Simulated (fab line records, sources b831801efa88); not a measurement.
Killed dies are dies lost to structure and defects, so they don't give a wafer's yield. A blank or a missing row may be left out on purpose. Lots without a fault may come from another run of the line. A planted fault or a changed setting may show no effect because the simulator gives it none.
Which tool did it? | flow gf180mcu | 15 lots, 45 wafers sampled, at 2 steps of a route of 602

WHAT THE GAUGES READ, wafer by wafer
GF_M4_THK_MEAS_06: measures by xrf. Usual: M4_ALCU_THK 445 nm, standard deviation 6.2.
lot  | measured     | on            | M4_ALCU_THK (nm) | flag
L274 | day 22 00:26 | film_metro-01 | 436 436 441      |
L275 | day 22 09:19 | film_metro-02 | 441 441 437      |
L276 | day 22 20:29 | film_metro-02 | 442 437 434      |
L278 | day 23 19:19 | film_metro-02 | 450 450 449      |
L279 | day 23 22:59 | film_metro-01 | 447 452 449      |
L280 | day 24 11:27 | film_metro-01 | 445 439 446      |
L282 | day 25 01:35 | film_metro-02 | 436 442 436      |
L281 | day 25 07:29 | film_metro-04 | 451 454 455      |
L284 | day 26 16:28 | film_metro-04 | 447 450 445      |
L286 | day 27 06:11 | film_metro-04 | 444 439 444      |
L292 | day 28 12:44 | film_metro-02 | 440 444 448      |
L294 | day 28 18:08 | film_metro-02 | 450 441 445      |
L293 | day 29 00:02 | film_metro-02 | 440 440 448      |
L295 | day 29 07:28 | film_metro-01 | 444 442 440      |
L296 | day 29 12:25 | film_metro-01 | 449 448 446      |

GF_M4_OVL_MEAS_15. Usual: M4_OVL -1 nm, standard deviation 5.5.
lot  | measured     | on         | M4_OVL (nm) | flag
L274 | day 22 23:37 | overlay-01 | -5 -4 -1    |
L275 | day 23 08:08 | overlay-02 | -8 -7 -11   |
L276 | day 23 18:27 | overlay-01 | -2 -4 -3    |
L278 | day 24 17:18 | overlay-02 | 3 -4 -4     |
L279 | day 24 20:52 | overlay-01 | 10 9 13     |
L280 | day 25 08:48 | overlay-02 | -1 8 -1     |
L282 | day 25 23:19 | overlay-02 | -5 3 -2     |
L281 | day 26 04:49 | overlay-01 | -11 0 -10   |
L284 | day 27 11:41 | overlay-02 | 1 2 -7      |
L286 | day 28 01:59 | overlay-01 | 5 -2 6      |
L292 | day 29 07:23 | overlay-01 | 1 4 2       |
L294 | day 29 13:06 | overlay-02 | -3 -3 -1    |
L293 | day 29 18:02 | overlay-02 | 3 1 8       |
L295 | day 30 02:18 | overlay-02 | 2 3 3       |
L296 | day 30 06:57 | overlay-01 | 0 -6 -1     |

WHICH TOOL RAN EACH LOT (tool, then ch and the chambers of the sampled wafers, then the start)
The record holds no process step before these readings.

WHAT THE TOOLS THEMSELVES READ (means of the sampled wafers that have a number; where no wafer has one, the mark that the record gives instead)
The record holds no such reading with a usual standard deviation.

THE ANSWER, worked out from the rows above alone
Rule: a lot is off if the mean of its wafers that have a number lies more than 3 standard deviations from the usual mean. A lot without any number at a reading at which 4 lots or more have one is off too. The other lots that the step has rows for count as sound. The gauges are gone through in route order, then the tools' own readings, and for those a lot's mean is taken as printed above. The first step at which some lot is off is used, and at that step the reading that is off furthest; a lot without a number counts as furthest.
No lot is off at any reading shown: from this, nothing can be told.

WHAT THE SIMULATOR HAD PUT IN
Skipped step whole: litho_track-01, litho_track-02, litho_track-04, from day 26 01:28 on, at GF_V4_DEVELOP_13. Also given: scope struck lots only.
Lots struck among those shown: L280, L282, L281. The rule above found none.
